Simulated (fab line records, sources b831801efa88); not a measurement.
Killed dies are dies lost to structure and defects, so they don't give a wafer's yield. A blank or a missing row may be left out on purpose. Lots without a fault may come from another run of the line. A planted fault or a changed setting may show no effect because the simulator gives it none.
Which tool did it? | flow gf180mcu | 11 lots, 33 wafers sampled, at 6 steps of a route of 602

WHAT THE GAUGES READ, wafer by wafer
GF_V1_CD_MEAS_14: target cd 260 nm. Usual: cd_nm 260.3 nm, standard deviation 1.2.
lot  | measured     | on        | cd_nm (nm)        | flag
L877 | day 18 13:24 | cd_sem-02 | 261.1 261.0 260.7 |
L881 | day 20 03:34 | cd_sem-01 | 260.8 259.2 260.7 |
L883 | day 20 16:34 | cd_sem-02 | 261.8 261.1 261.0 |
L884 | day 21 13:13 | cd_sem-01 | 260.5 259.6 256.7 |
L885 | day 21 14:51 | cd_sem-02 | 259.5 259.3 254.8 |
L894 | day 24 13:58 | cd_sem-01 | 260.5 260.7 259.3 |
L895 | day 25 01:50 | cd_sem-02 | 261.2 259.0 260.5 |
L896 | day 25 09:13 | cd_sem-01 | 260.0 261.3 261.3 |
L897 | day 25 15:01 | cd_sem-01 | 259.9 259.9 259.6 |
L898 | day 25 19:37 | cd_sem-01 | 260.5 259.5 259.4 |
L899 | day 26 03:42 | cd_sem-01 | 260.3 260.1 260.4 |

GF_M4_OVL_MEAS_15. Usual: M4_OVL 3 nm, standard deviation 5.2.
lot  | measured     | on         | M4_OVL (nm) | flag
L877 | day 23 20:26 | overlay-01 | -3 4 -2     |
L881 | day 25 07:29 | overlay-01 | -2 6 6      |
L883 | day 25 18:29 | overlay-01 | 1 1 4       |
L884 | day 26 13:29 | overlay-02 | 0 10 4      |
L885 | day 26 14:23 | overlay-01 | 7 11 7      |
L894 | day 29 03:43 | overlay-02 | 4 6 1       |
L895 | day 29 13:53 | overlay-02 | 0 5 1       |
L896 | day 29 20:23 | overlay-01 | 9 10 10     |
L897 | day 30 01:50 | overlay-01 | 10 5 2      |
L898 | day 30 06:10 | overlay-02 | -5 1 -9     |
L899 | day 30 13:26 | overlay-02 | 3 13 6      |

WHICH TOOL RAN EACH LOT (tool, then ch and the chambers of the sampled wafers, then the start)
lot  | GF_DNWELL_STRIP_08                  | GF_M1_SPUTTER_01             | GF_V1_COAT_09                     | GF_V1_STRIP_18
L877 | plasma_asher-04 ch 0,1, day 3 02:00 | pvd_sputter-02, day 16 13:57 | litho_track-03 ch 0, day 18 01:00 | plasma_asher-02 ch 0,1, day 18 13:41
L881 | plasma_asher-03 ch 0,1, day 4 00:19 | pvd_sputter-02, day 18 02:37 | litho_track-01 ch 0, day 19 15:00 | plasma_asher-03 ch 0,1, day 20 03:51
L883 | plasma_asher-04 ch 0,1, day 4 07:04 | pvd_sputter-02, day 18 14:35 | litho_track-01 ch 0, day 20 04:00 | plasma_asher-03 ch 0,1, day 20 16:50
L884 | plasma_asher-04 ch 0,1, day 4 16:34 | pvd_sputter-01, day 19 11:16 | litho_track-01 ch 0, day 21 00:00 | plasma_asher-04 ch 0,1, day 21 13:30
L885 | plasma_asher-01 ch 0,1, day 4 20:33 | pvd_sputter-01, day 19 12:57 | litho_track-01 ch 0, day 21 02:00 | plasma_asher-03 ch 0,1, day 21 15:08
L894 | plasma_asher-04 ch 0,1, day 6 17:28 | pvd_sputter-01, day 22 15:16 | litho_track-04 ch 0, day 24 02:00 | plasma_asher-03 ch 0,1, day 24 14:14
L895 | plasma_asher-01 ch 1, day 6 23:52   | pvd_sputter-03, day 23 03:12 | litho_track-03 ch 0, day 24 14:00 | plasma_asher-02 ch 0,1, day 25 02:05
L896 | plasma_asher-04 ch 0,1, day 7 04:22 | pvd_sputter-01, day 23 10:40 | litho_track-03 ch 0, day 24 22:00 | plasma_asher-03 ch 0,1, day 25 09:29
L897 | plasma_asher-01 ch 0,1, day 7 10:07 | pvd_sputter-01, day 23 16:57 | litho_track-03 ch 0, day 25 03:00 | plasma_asher-04 ch 0,1, day 25 15:17
L898 | plasma_asher-03 ch 0,1, day 7 14:46 | pvd_sputter-03, day 23 22:40 | litho_track-04 ch 0, day 25 09:00 | plasma_asher-03 ch 0,1, day 25 19:56
L899 | plasma_asher-01 ch 0,1, day 7 19:48 | pvd_sputter-03, day 24 07:45 | litho_track-03 ch 0, day 25 17:00 | plasma_asher-03 ch 0,1, day 26 03:59
- GF_DNWELL_STRIP_08: strips in O2/N2.
- GF_M1_SPUTTER_01: material TiN, target thk 30 nm, time 25 s.
- GF_V1_COAT_09: resist thk 1000 nm.
- GF_V1_STRIP_18: strips in O2/N2.

WHAT THE TOOLS THEMSELVES READ (means of the sampled wafers that have a number; where no wafer has one, the mark that the record gives instead)
GF_DNWELL_STRIP_08. Usual: drypump_motor_current_A 5.71 A, standard deviation 0.26; heater_power_w 345 W, standard deviation 25; oes_product_au 0.722 a.u., standard deviation 0.0047; strip_time_to_endpoint_s 36.99 s, standard deviation 0.11.
lot  | tool            | drypump_motor_current_A (A) | heater_power_w (W) | oes_product_au (a.u.) | strip_time_to_endpoint_s (s) | flag
L877 | plasma_asher-04 | 5.73                        | 366                | 0.722                 | 37.00                        |
L881 | plasma_asher-03 | 5.49                        | 338                | 0.722                 | 36.96                        |
L883 | plasma_asher-04 | 5.50                        | 366                | 0.725                 | 36.91                        |
L884 | plasma_asher-04 | 5.48                        | 369                | 0.721                 | 36.95                        |
L885 | plasma_asher-01 | 5.89                        | 331                | 0.723                 | 36.93                        |
L894 | plasma_asher-04 | 5.73                        | 366                | 0.722                 | 37.07                        |
L895 | plasma_asher-01 | 5.67                        | 368                | 0.719                 | 37.01                        |
L896 | plasma_asher-04 | 5.73                        | 361                | 0.720                 | 36.97                        |
L897 | plasma_asher-01 | 5.75                        | 346                | 0.723                 | 36.94                        |
L898 | plasma_asher-03 | 5.61                        | 332                | 0.725                 | 36.91                        |
L899 | plasma_asher-01 | 5.77                        | 344                | 0.722                 | 37.20                        |

GF_M1_SPUTTER_01. Usual: cathode_dc_power_W 6500.2 W, standard deviation 1.1; throttle_valve_pct 29.8 %, standard deviation 1.
lot  | tool           | cathode_dc_power_W (W) | throttle_valve_pct (%) | flag
L877 | pvd_sputter-02 | 6498.6                 | 29.7                   |
L881 | pvd_sputter-02 | 6500.4                 | 29.5                   |
L883 | pvd_sputter-02 | 6501.0                 | 30.4                   |
L884 | pvd_sputter-01 | 6499.6                 | 29.6                   |
L885 | pvd_sputter-01 | 6500.5                 | 29.8                   |
L894 | pvd_sputter-01 | 6498.9                 | 29.6                   |
L895 | pvd_sputter-03 | 6500.0                 | 29.6                   |
L896 | pvd_sputter-01 | 6499.9                 | 29.8                   |
L897 | pvd_sputter-01 | 6500.7                 | 30.3                   |
L898 | pvd_sputter-03 | 6500.3                 | 31.0                   |
L899 | pvd_sputter-03 | 6501.1                 | 29.7                   |

GF_V1_STRIP_18. Usual: drypump_motor_current_A 5.7 A, standard deviation 0.36; heater_power_w 347 W, standard deviation 22; oes_product_au 0.592 a.u., standard deviation 0.0047.
lot  | tool            | drypump_motor_current_A (A) | heater_power_w (W) | oes_product_au (a.u.) | flag
L877 | plasma_asher-02 | 6.2                         | 331                | 0.589                 |
L881 | plasma_asher-03 | 5.6                         | 336                | 0.593                 |
L883 | plasma_asher-03 | 5.5                         | 338                | 0.598                 |
L884 | plasma_asher-04 | 5.7                         | 385                | 0.602                 |
L885 | plasma_asher-03 | 5.5                         | 341                | 0.604                 |
L894 | plasma_asher-03 | 5.5                         | 339                | 0.593                 |
L895 | plasma_asher-02 | 6.1                         | 330                | 0.593                 |
L896 | plasma_asher-03 | 5.5                         | 336                | 0.594                 |
L897 | plasma_asher-04 | 5.5                         | 376                | 0.593                 |
L898 | plasma_asher-03 | 5.5                         | 345                | 0.590                 |
L899 | plasma_asher-03 | 5.5                         | 335                | 0.594                 |

THE ANSWER, worked out from the rows above alone
Rule: a lot is off if the mean of its wafers that have a number lies more than 3 standard deviations from the usual mean. A lot without any number at a reading at which 4 lots or more have one is off too. The other lots that the step has rows for count as sound. The gauges are gone through in route order, then the tools' own readings, and for those a lot's mean is taken as printed above. The first step at which some lot is off is used, and at that step the reading that is off furthest; a lot without a number counts as furthest.
No lot is off at any reading shown: from this, nothing can be told.

WHAT THE SIMULATOR HAD PUT IN
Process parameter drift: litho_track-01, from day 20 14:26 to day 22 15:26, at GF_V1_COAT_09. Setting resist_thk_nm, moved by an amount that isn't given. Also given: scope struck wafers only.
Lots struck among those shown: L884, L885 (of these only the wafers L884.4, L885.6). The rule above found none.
